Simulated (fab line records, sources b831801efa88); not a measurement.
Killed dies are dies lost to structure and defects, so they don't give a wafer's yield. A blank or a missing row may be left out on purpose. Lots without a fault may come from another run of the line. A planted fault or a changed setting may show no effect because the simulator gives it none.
Which tool did it? | flow sky130 | 13 lots, 39 wafers sampled, at 5 steps of a route of 708

WHAT THE GAUGES READ, wafer by wafer
SKY_VT_ADJUST_LVTN_OVL_MEAS_18. Usual: VT_ADJUST_LVTN_01_OVL 0.1 nm, standard deviation 1.5.
lot  | measured     | on         | VT_ADJUST_LVTN_01_OVL (nm) | flag
L237 | day 7 23:13  | overlay-02 | 2.9 1.5 0.8                |
L238 | day 8 05:28  | overlay-01 | -2.9 -2.1 -0.9             |
L240 | day 8 16:25  | overlay-01 | 0.6 0.3 1.0                |
L244 | day 9 21:36  | overlay-02 | -1.7 -1.0 -2.3             |
L245 | day 10 07:39 | overlay-01 | -1.0 -1.3 -0.9             |
L251 | day 12 04:40 | overlay-02 | -1.4 -1.4 -2.4             |
L252 | day 12 10:37 | overlay-01 | 2.6 2.2 -0.9               |
L253 | day 12 16:10 | overlay-01 | -3.9 -3.5 -2.7             |
L254 | day 12 23:52 | overlay-01 | -0.3 -1.5 1.9              |
L255 | day 13 12:55 | overlay-02 | -0.5 1.1 1.3               |
L256 | day 13 19:15 | overlay-02 | 1.2 1.9 1.6                |
L257 | day 13 20:04 | overlay-02 | 1.0 0.9 1.1                |
L258 | day 14 08:37 | overlay-02 | -1.1 0.4 1.7               |

SKY_VT_ADJUST_NCORE_OVL_MEAS_08. Usual: VT_ADJUST_NCORE_OVL -1.4 nm, standard deviation 1.4.
lot  | measured     | on         | VT_ADJUST_NCORE_OVL (nm) | flag
L237 | day 8 20:12  | overlay-02 | -3.1 -1.5 -0.4           |
L238 | day 9 01:58  | overlay-02 | -2.9 0.2 -0.9            |
L240 | day 9 14:43  | overlay-02 | 0.7 -1.4 -0.2            |
L244 | day 10 19:50 | overlay-02 | -0.4 -1.8 -0.1           |
L245 | day 11 06:56 | overlay-01 | -3.9 -2.1 -4.4           |
L251 | day 13 06:14 | overlay-01 | -2.1 -2.0 -1.3           |
L252 | day 13 11:57 | overlay-01 | 0.3 -0.1 0.5             |
L253 | day 13 17:19 | overlay-02 | 0.4 -0.4 -0.6            |
L254 | day 14 00:44 | overlay-01 | -3.6 -4.3 -5.1           |
L255 | day 14 14:50 | overlay-02 | 0.4 -0.7 1.5             |
L256 | day 14 22:00 | overlay-01 | -0.9 -2.0 -1.2           |
L257 | day 14 23:30 | overlay-01 | -1.3 -3.1 -3.8           |
L258 | day 15 12:15 | overlay-02 | -0.1 -1.9 -1.1           |

SKY_VT_ADJUST_PCH_TW_MEAS_10. Usual: VT_ADJUST_PCH_TW 143.9, standard deviation 1.8.
lot  | measured     | on            | VT_ADJUST_PCH_TW  | flag
L237 | day 10 16:56 | film_metro-04 | 140.9 141.0 141.4 |
L238 | day 10 23:29 | film_metro-03 | 145.6 145.0 144.8 |
L240 | day 11 12:58 | film_metro-03 | 146.0 145.9 146.3 |
L244 | day 12 22:17 | film_metro-02 | 143.1 143.1 142.6 |
L245 | day 13 08:51 | film_metro-02 | 144.0 144.0 143.6 |
L251 | day 15 11:23 | film_metro-03 | 145.3 145.6 145.7 |
L252 | day 15 16:36 | film_metro-03 | 145.6 145.2 145.4 |
L253 | day 15 21:53 | film_metro-02 | 144.6 144.2 144.8 |
L254 | day 16 07:13 | film_metro-03 | 146.4 145.8 146.4 |
L255 | day 16 22:02 | film_metro-02 | 142.6 143.1 142.5 |
L256 | day 17 04:51 | film_metro-02 | 144.0 144.3 143.6 |
L257 | day 17 06:45 | film_metro-03 | 147.1 146.1 147.6 |
L258 | day 17 22:16 | film_metro-04 | 141.4 142.5 141.9 |

SKY_GATE_OXIDE_THK_MEAS_02. Usual: GATE_OXIDE_OXIDATION_00_THK 10.36 nm, standard deviation 0.18.
lot  | measured     | on            | GATE_OXIDE_OXIDATION_00_THK (nm) | flag
L237 | day 13 04:51 | film_metro-03 | 10.28 10.34 10.04                |
L238 | day 13 09:15 | film_metro-02 | 10.14 9.93 10.10                 |
L240 | day 13 21:51 | film_metro-02 | 10.30 10.23 10.29                |
L244 | day 15 10:17 | film_metro-01 | 5.85 5.65 5.70 5.85 5.60 5.79    | OFF
L245 | day 16 03:04 | film_metro-02 | 6.04 5.99 6.03 6.08 6.01 5.98    | OFF
L251 | day 18 02:50 | film_metro-01 | 10.39 10.51 10.28                |
L252 | day 18 12:14 | film_metro-02 | 10.55 10.52 10.59                |
L253 | day 18 17:53 | film_metro-03 | 10.65 10.58 10.67                |
L254 | day 19 04:50 | film_metro-03 | 10.28 10.34 10.51                |
L255 | day 19 22:39 | film_metro-01 | 10.56 10.37 10.66                |
L256 | day 20 02:58 | film_metro-03 | 10.28 10.18 10.26                |
L257 | day 20 10:38 | film_metro-03 | 10.25 10.38 10.16                |
L258 | day 20 19:19 | film_metro-03 | 10.16 10.23 10.36                |

WHICH TOOL RAN EACH LOT (tool, then ch and the chambers of the sampled wafers, then the start)
lot  | SKY_GATE_OXIDE_OXIDATION_01
L237 | furnace-02 ch 0, day 13 03:26
L238 | furnace-01 ch 0, day 13 07:49
L240 | furnace-01 ch 0, day 13 20:26
L244 | furnace-02 ch 0, day 15 08:51
L245 | furnace-02 ch 0, day 16 01:39
L251 | furnace-01 ch 0, day 18 01:25
L252 | furnace-02 ch 0, day 18 10:49
L253 | furnace-01 ch 0, day 18 16:29
L254 | furnace-01 ch 0, day 19 03:25
L255 | furnace-02 ch 0, day 19 21:14
L256 | furnace-01 ch 0, day 20 01:32
L257 | furnace-02 ch 0, day 20 09:12
L258 | furnace-01 ch 0, day 20 17:53
- SKY_GATE_OXIDE_OXIDATION_01: stabilise 600 s, purge 300 s, target thk 10.268 nm.

WHAT THE TOOLS THEMSELVES READ (means of the sampled wafers that have a number; where no wafer has one, the mark that the record gives instead)
SKY_GATE_OXIDE_OXIDATION_01. Usual: ox_temp_c 900.0 C, standard deviation 0.44; spike_tc_upper_C 900.2 C, standard deviation 1.6; zone_power_lower_pct 18.0 %, standard deviation 0.58.
lot  | tool       | ox_temp_c (C) | spike_tc_upper_C (C) | zone_power_lower_pct (%) | flag
L237 | furnace-02 | 900.8         | 899.1                | 17.5                     |
L238 | furnace-01 | 899.8         | 901.8                | 18.6                     |
L240 | furnace-01 | 899.7         | 902.6                | 18.7                     |
L244 | furnace-02 | 899.9         | 899.0                | 17.4                     |
L245 | furnace-02 | 900.0         | 899.4                | 17.6                     |
L251 | furnace-01 | 899.9         | 901.0                | 18.6                     |
L252 | furnace-02 | 900.1         | 898.8                | 17.3                     |
L253 | furnace-01 | 900.3         | 902.2                | 18.7                     |
L254 | furnace-01 | 899.9         | 901.7                | 18.4                     |
L255 | furnace-02 | 900.0         | 898.9                | 17.8                     |
L256 | furnace-01 | 899.3         | 900.9                | 18.7                     |
L257 | furnace-02 | 900.2         | 899.2                | 17.4                     |
L258 | furnace-01 | 900.1         | 902.2                | 18.7                     |

THE ANSWER, worked out from the rows above alone
Rule: a lot is off if the mean of its wafers that have a number lies more than 3 standard deviations from the usual mean. A lot without any number at a reading at which 4 lots or more have one is off too. The other lots that the step has rows for count as sound. The gauges are gone through in route order, then the tools' own readings, and for those a lot's mean is taken as printed above. The first step at which some lot is off is used, and at that step the reading that is off furthest; a lot without a number counts as furthest.
Off: L244, L245, at SKY_GATE_OXIDE_THK_MEAS_02 (GATE_OXIDE_OXIDATION_00_THK).
A tool fits if, at a process step before that reading, it ran every lot that is off, and no sound lot after the first of them. The gauges at SKY_GATE_OXIDE_THK_MEAS_02 are tried like those tools. None of those tried fits.

WHAT THE SIMULATOR HAD PUT IN
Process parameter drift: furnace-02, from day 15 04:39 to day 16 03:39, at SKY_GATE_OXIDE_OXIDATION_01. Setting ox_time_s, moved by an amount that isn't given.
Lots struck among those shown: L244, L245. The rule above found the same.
